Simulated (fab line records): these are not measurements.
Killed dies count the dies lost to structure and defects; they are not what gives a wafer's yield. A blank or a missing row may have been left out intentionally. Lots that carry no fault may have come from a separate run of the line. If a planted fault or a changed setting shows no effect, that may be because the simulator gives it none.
Lot-split experiment :: flow sfqLine :: on a route of 325 steps: 5 lots, 23 wafers read

== THE SPLIT ITSELF ==
At SFQ_TRILAYER_M0_LITHO_PEB_024 (peb time 60 s), the setting pebTempC was moved away from the recipe's 115 C on 7 of the 23 wafers read, by -3.0% to +1.7%. This setting was run at the recipe's value on the other wafers.

== BETWEEN THE SPLIT AND THE READING: the file shows 1 step in between ==
- SFQ_TRILAYER_M0_LITHO_DEVELOP_023: time 60 s

== THE READING ==
M0.cdNm (the simulator's own value, which no gauge read), in nm, at SFQ_TRILAYER_M0_BARC_OPEN_METAL_ETCH_031 (etches BARC in O2, target depth 125 nm, time 41.7 s). The file does not state a usual value for it. The 16 wafers here that ran the recipe average 500.6 nm, standard deviation 1.8 nm.

wafer: L075.1
tool, chamber at the split: lithoTrack-01, 0
pebTempC as run, C: 115
against the recipe: recipe
M0.cdNm, nm: 502.2
against lot-mates on the recipe: -

wafer: L075.2
tool, chamber at the split: lithoTrack-01, 0
pebTempC as run, C: 112.8
against the recipe: -1.9%
M0.cdNm, nm: 544.1
against lot-mates on the recipe: +42.0

wafer: L075.3
tool, chamber at the split: lithoTrack-01, 0
pebTempC as run, C: 112.8
against the recipe: -1.9%
M0.cdNm, nm: 545.5
against lot-mates on the recipe: +43.4

wafer: L075.5
tool, chamber at the split: lithoTrack-01, 0
pebTempC as run, C: 115
against the recipe: recipe
M0.cdNm, nm: 503.6
against lot-mates on the recipe: -

wafer: L075.6
tool, chamber at the split: lithoTrack-01, 0
pebTempC as run, C: 115
against the recipe: recipe
M0.cdNm, nm: 500.5
against lot-mates on the recipe: -

wafer: L077.1
tool, chamber at the split: lithoTrack-02, 0
pebTempC as run, C: 115
against the recipe: recipe
M0.cdNm, nm: 499.1
against lot-mates on the recipe: -

wafer: L077.2
tool, chamber at the split: lithoTrack-02, 0
pebTempC as run, C: 115
against the recipe: recipe
M0.cdNm, nm: 498.3
against lot-mates on the recipe: -

wafer: L077.4
tool, chamber at the split: lithoTrack-02, 0
pebTempC as run, C: 115
against the recipe: recipe
M0.cdNm, nm: 498.7
against lot-mates on the recipe: -

wafer: L077.5
tool, chamber at the split: lithoTrack-02, 0
pebTempC as run, C: 115
against the recipe: recipe
M0.cdNm, nm: 499.1
against lot-mates on the recipe: -

wafer: L077.6
tool, chamber at the split: lithoTrack-02, 0
pebTempC as run, C: 115
against the recipe: recipe
M0.cdNm, nm: 498.2
against lot-mates on the recipe: -

wafer: L079.2
tool, chamber at the split: lithoTrack-02, 0
pebTempC as run, C: 115
against the recipe: recipe
M0.cdNm, nm: 498.7
against lot-mates on the recipe: -

wafer: L079.4
tool, chamber at the split: lithoTrack-02, 0
pebTempC as run, C: 115
against the recipe: recipe
M0.cdNm, nm: 499.7
against lot-mates on the recipe: -

wafer: L079.5
tool, chamber at the split: lithoTrack-02, 0
pebTempC as run, C: 115
against the recipe: recipe
M0.cdNm, nm: 499.8
against lot-mates on the recipe: -

wafer: L083.1
tool, chamber at the split: lithoTrack-01, 0
pebTempC as run, C: 111.5
against the recipe: -3.0%
M0.cdNm, nm: 575.4
against lot-mates on the recipe: +73.1

wafer: L083.2
tool, chamber at the split: lithoTrack-01, 0
pebTempC as run, C: 111.5
against the recipe: -3.0%
M0.cdNm, nm: 574.4
against lot-mates on the recipe: +72.1

wafer: L083.3
tool, chamber at the split: lithoTrack-01, 0
pebTempC as run, C: 115
against the recipe: recipe
M0.cdNm, nm: 501.5
against lot-mates on the recipe: -

wafer: L083.4
tool, chamber at the split: lithoTrack-01, 0
pebTempC as run, C: 115
against the recipe: recipe
M0.cdNm, nm: 503
against lot-mates on the recipe: -

wafer: L083.6
tool, chamber at the split: lithoTrack-01, 0
pebTempC as run, C: 115
against the recipe: recipe
M0.cdNm, nm: 502.3
against lot-mates on the recipe: -

wafer: L084.1
tool, chamber at the split: lithoTrack-01, 0
pebTempC as run, C: 116.9
against the recipe: +1.7%
M0.cdNm, nm: 470.4
against lot-mates on the recipe: -31.7

wafer: L084.2
tool, chamber at the split: lithoTrack-01, 0
pebTempC as run, C: 115
against the recipe: recipe
M0.cdNm, nm: 502.1
against lot-mates on the recipe: -

wafer: L084.3
tool, chamber at the split: lithoTrack-01, 0
pebTempC as run, C: 116.9
against the recipe: +1.7%
M0.cdNm, nm: 470.9
against lot-mates on the recipe: -31.2

wafer: L084.4
tool, chamber at the split: lithoTrack-01, 0
pebTempC as run, C: 115
against the recipe: recipe
M0.cdNm, nm: 502.1
against lot-mates on the recipe: -

wafer: L084.5
tool, chamber at the split: lithoTrack-01, 0
pebTempC as run, C: 116.9
against the recipe: +1.7%
M0.cdNm, nm: 469.3
against lot-mates on the recipe: -32.8

FIT RESULTS
A straight line over all 23 wafers: M0.cdNm changes by -22.5 nm for each +1% of pebTempC; r = -0.99; the points scatter about the line by 3.2 nm.
The same after taking each lot's own level away (the mean of its wafers on the recipe; 23 wafers): -22.3 nm for each +1%; r = -1.00; scatter 2.2 nm.
That fit puts the effect of the largest move of pebTempC on the reading at 68 nm.
From 498.68 to 502.27 nm: that is the span of the lots' own levels, equal to 2.0 times the standard deviation above.
Hence the lot-to-lot level has little effect on the slope; both slopes agree.
Check: with one of the wafers moved furthest among these (-3.0%) left out of the fit, the line predicts +67.2 nm for it against its lot-mates. Against them it came out at +73.1 nm.

== THESE WAFERS: OTHER SPLITS ==
Other splits were also applied to these wafers ahead of the reading. Each is held against what the fit with the lots' levels taken away leaves over:
other split on the same wafers: SFQ_TRILAYER_INCOMING_OXIDATION_002 tempC
wafers away from the commonest value: 18
r with M0.cdNm (lot level and that fit taken away): -0.56

other split on the same wafers: SFQ_TRILAYER_L0_VIA_LITHO_COAT_013 resistThkNm
wafers away from the commonest value: 6
r with M0.cdNm (lot level and that fit taken away): +0.21

other split on the same wafers: SFQ_TRILAYER_M0_LITHO_COAT_026 resistThkNm
wafers away from the commonest value: 10
r with M0.cdNm (lot level and that fit taken away): -0.04

== FILE'S OWN FIT ==
M0.cdNm changes by -22.7 nm for each +1% of pebTempC, r = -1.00.
